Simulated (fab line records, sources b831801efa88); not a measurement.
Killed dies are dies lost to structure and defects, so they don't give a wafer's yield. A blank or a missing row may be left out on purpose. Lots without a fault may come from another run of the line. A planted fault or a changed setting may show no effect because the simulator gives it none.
Which tool did it? | flow gf180mcu | 14 lots, 41 wafers sampled, at 2 steps of a route of 602

WHAT THE GAUGES READ, wafer by wafer
GF_M3_OVL_MEAS_15. Usual: M3_OVL -3 nm, standard deviation 5.6.
lot  | measured     | on         | M3_OVL (nm) | flag
L759 | day 21 13:46 | overlay-01 | 4 -2 3      |
L761 | day 22 05:28 | overlay-01 | -12 -10 -12 |
L762 | day 22 18:55 | overlay-02 | -3 2 -4     |
L763 | day 23 09:11 | overlay-02 | -4 -8 1     |
L765 | day 24 01:52 | overlay-01 | -4 -5 -12   |
L768 | day 25 08:24 | overlay-02 | 4 -5 -9     |
L769 | day 25 11:10 | overlay-02 | -4 1 1      |
L770 | day 25 15:13 | overlay-02 | -5 4 -1     |
L771 | day 25 20:49 | overlay-01 | -3 -4 0     |
L773 | day 26 14:16 | overlay-01 | 5 8 8       |
L774 | day 26 16:47 | overlay-01 | -6 -13 -4   |
L775 | day 26 23:08 | overlay-02 | -4 4        |
L780 | day 28 17:46 | overlay-02 | -1 -5 0     |
L781 | day 28 18:26 | overlay-01 | -13 -6 -10  |

WHICH TOOL RAN EACH LOT (tool, then ch and the chambers of the sampled wafers, then the start)
lot  | GF_M3_SPUTTER_02
L759 | pvd_sputter-01, day 20 13:59
L761 | pvd_sputter-02, day 21 06:02
L762 | pvd_sputter-03, day 21 19:31
L763 | pvd_sputter-01, day 22 10:45
L765 | pvd_sputter-03, day 23 02:59
L768 | pvd_sputter-01, day 24 10:24
L769 | pvd_sputter-02, day 24 13:31
L770 | pvd_sputter-03, day 24 16:57
L771 | pvd_sputter-01, day 24 23:20
L773 | pvd_sputter-03, day 25 17:07
L774 | pvd_sputter-01, day 25 19:55
L775 | pvd_sputter-02, day 26 02:22
L780 | pvd_sputter-03, day 27 22:25
L781 | pvd_sputter-01, day 27 23:04
- GF_M3_SPUTTER_02: material AlCu, target thk 450 nm, time 23.9 s.

WHAT THE TOOLS THEMSELVES READ (means of the sampled wafers that have a number; where no wafer has one, the mark that the record gives instead)
GF_M3_SPUTTER_02. Usual: throttle_valve_pct 29.8 %, standard deviation 0.89.
lot  | tool           | throttle_valve_pct (%) | flag
L759 | pvd_sputter-01 | 30.3                   |
L761 | pvd_sputter-02 | 28.7                   |
L762 | pvd_sputter-03 | 29.3                   |
L763 | pvd_sputter-01 | 30.3                   |
L765 | pvd_sputter-03 | 29.1                   |
L768 | pvd_sputter-01 | 30.7                   |
L769 | pvd_sputter-02 | 29.0                   |
L770 | pvd_sputter-03 | 29.3                   |
L771 | pvd_sputter-01 | 29.9                   |
L773 | pvd_sputter-03 | 29.2                   |
L774 | pvd_sputter-01 | 30.4                   |
L775 | pvd_sputter-02 | 29.4                   |
L780 | pvd_sputter-03 | 29.0                   |
L781 | pvd_sputter-01 | 30.6                   |

THE ANSWER, worked out from the rows above alone
Rule: a lot is off if the mean of its wafers that have a number lies more than 3 standard deviations from the usual mean. A lot without any number at a reading at which 4 lots or more have one is off too. The other lots that the step has rows for count as sound. The gauges are gone through in route order, then the tools' own readings, and for those a lot's mean is taken as printed above. The first step at which some lot is off is used, and at that step the reading that is off furthest; a lot without a number counts as furthest.
No lot is off at any reading shown: from this, nothing can be told.

WHAT THE SIMULATOR HAD PUT IN
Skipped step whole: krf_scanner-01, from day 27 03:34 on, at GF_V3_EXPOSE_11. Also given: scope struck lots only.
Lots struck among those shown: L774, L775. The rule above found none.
